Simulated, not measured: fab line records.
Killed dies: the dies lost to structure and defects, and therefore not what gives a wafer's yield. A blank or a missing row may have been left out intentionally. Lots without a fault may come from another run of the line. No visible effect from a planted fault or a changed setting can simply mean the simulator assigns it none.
Comparing a struck lot with a sound one ; flow sky130 ; 34 steps out of a route of 708
Sound: wafers L943.1, L943.4, L943.6. Struck: wafers L956.2, L956.3, L956.6. The cause is named last.
For every step that has rows: the tool of each side, followed by ch and its chambers, followed by its first start. Under that, the readings that differ: sound wafers ; struck wafers ; difference of the means ; sigmas: that difference in standard deviations of wafers without a fault.
alike: a reading whose means differ by less than 2 such deviations, as well as words and numbers matching on both sides. not compared: withheld readings; readings where some wafer has no value; bounds like >300 that might hide an equal value; numbers whose values overlap and for which the record gives no deviation.
Wherever a step has rows on one side only, a row that says differs or no value, or a row with sigmas, the two part there. When numbers do not overlap yet have no deviation, they are printed without sigmas and do not part them. Lack of a reading on every wafer of one side parts them only where that side has two or more wafers.

SKY_SD_P_CD_MEAS_07: the cd target is 380 nm.
  struck on cd_sem-01, day 30 16:16; sound on cd_sem-01, day 26 23:30
  alike: cd_nm
SKY_SD_P_OVL_MEAS_08:
  struck on overlay-02, day 30 16:23; sound on overlay-02, day 26 23:37
  alike: SD_P_OVL
after that, 1 step had no rows for these wafers: SKY_SD_P_IMPLANT_09.
SKY_SD_P_STRIP_10: strips in O2/N2.
  sound on plasma_asher-04 ch 0,1, day 26 23:49; struck on plasma_asher-01 ch 0,1, day 30 16:34
reading;sound;struck;difference;sigmas
strip_time_to_endpoint_s (s);17.54 17.49 17.53;17.49 17.44 17.42;-0.07;-2
  alike: drypump_motor_current_A, oes_product_au
  not compared: rf_hours_counter_h
SKY_SD_P_TW_MEAS_11:
  struck on film_metro-03, day 30 16:40; sound on film_metro-03, day 26 23:55
  alike: SD_P_TW
then, 7 steps without rows for these wafers: SKY_RES_XHIGH_DEHYDRATE_00 (time 60 s); SKY_RES_XHIGH_HMDS_01 (prime time 60 s); SKY_RES_XHIGH_COAT_02 (resist thk 1140 nm); SKY_RES_XHIGH_SOFTBAKE_03 (time 60 s); SKY_RES_XHIGH_EXPOSE_04 (exposes mask URPM, target cd 1270 nm); SKY_RES_XHIGH_PEB_05; SKY_RES_XHIGH_DEVELOP_06 (develop time 60 s).
SKY_RES_XHIGH_IMPLANT_07:
  sound on implanter-03 ch 0, day 28 05:05; struck on implanter-01 ch 0, day 31 19:49
reading;sound;struck;difference;sigmas
dose_ions_cm2;3.608e+14 3.603e+14 3.611e+14;3.677e+14 3.671e+14 3.676e+14;+6.733e+12;+15
  alike: beam_energy_keV, faraday_current_uA
SKY_RES_XHIGH_STRIP_08: strips in O2/N2.
  sound on plasma_asher-03 ch 1, day 28 05:14; struck on plasma_asher-02 ch 0, day 31 19:56
  alike: drypump_motor_current_A, oes_product_au, strip_time_to_endpoint_s
  not compared: rf_hours_counter_h
SKY_RES_XHIGH_TW_MEAS_09:
  struck on film_metro-04, day 31 20:02; sound on film_metro-01, day 28 05:20
reading;sound;struck;difference;sigmas
RES_XHIGH_TW;1611 1623 1626;1675 1679 1680;+58;+3
then, 7 steps without rows for these wafers: SKY_SD_N_DEHYDRATE_00 (time 60 s); SKY_SD_N_HMDS_01 (prime time 60 s); SKY_SD_N_COAT_02 (resist thk 1140 nm); SKY_SD_N_SOFTBAKE_03 (time 60 s); SKY_SD_N_EXPOSE_04 (exposes mask NSDM, target cd 380 nm); SKY_SD_N_PEB_05; SKY_SD_N_DEVELOP_06 (develop time 60 s).
SKY_SD_N_CD_MEAS_07: the cd target is 380 nm.
  struck on cd_sem-02, day 32 23:13; sound on cd_sem-02, day 29 09:45
  alike: cd_nm
SKY_SD_N_OVL_MEAS_08:
  struck on overlay-01, day 32 23:19; sound on overlay-02, day 29 09:52
  alike: SD_N_OVL
then, 2 steps without rows for these wafers: SKY_SD_N_IMPLANT_09; SKY_SD_N_IMPLANT_10.
SKY_SD_N_STRIP_11: strips in O2/N2.
  sound on plasma_asher-03 ch 0,1, day 29 10:13; struck on plasma_asher-03 ch 0,1, day 32 23:39
  alike: drypump_motor_current_A, oes_product_au, strip_time_to_endpoint_s
  not compared: rf_hours_counter_h
SKY_SD_N_TW_MEAS_12:
  struck on film_metro-01, day 32 23:46; sound on film_metro-01, day 29 10:19
  alike: SD_N_TW
then, 1 step without rows for these wafers: SKY_SD_N_CLEAN_13 (cleans in SC1/SC2, time 150 s).
SKY_SD_N_RTA_14: time 2 s.
  sound on rtp_anneal-01 ch 0, day 29 10:25; struck on rtp_anneal-02 ch 0, day 32 23:52
  alike: chamber_o2_ppm, lamp_power_pct, wafer_temp_C_max
SKY_SD_N_RS_MEAS_16: the measuring method here is four-point-probe.
  struck on film_metro-03, day 33 00:04; sound on film_metro-04, day 29 10:35
  alike: SD_N_RS
SKY_SD_N_RS_MEAS_17: the measuring method here is four-point-probe.
  struck on film_metro-03, day 33 00:11; sound on film_metro-04, day 29 10:43
  alike: SD_P_RS
SKY_SD_N_RS_MEAS_18: the measuring method here is four-point-probe.
  struck on film_metro-03, day 33 00:35; sound on film_metro-04, day 29 10:50
reading;sound;struck;difference;sigmas
RES_XHIGH_RS (ohm/sq);333.6 335.7 332.3;327.8 327.1 327.6;-6.4;-5
  not compared: hold
SKY_PAD_OPEN_PROBE_99:
  the record holds rows for the sound wafers here (prober-01, day 47 04:25) but none for the struck ones

## WHERE THEY PART
Last at SKY_PAD_OPEN_PROBE_99 as far as this record goes, first at SKY_SD_P_STRIP_10.

WHY: whatever the simulator had introduced
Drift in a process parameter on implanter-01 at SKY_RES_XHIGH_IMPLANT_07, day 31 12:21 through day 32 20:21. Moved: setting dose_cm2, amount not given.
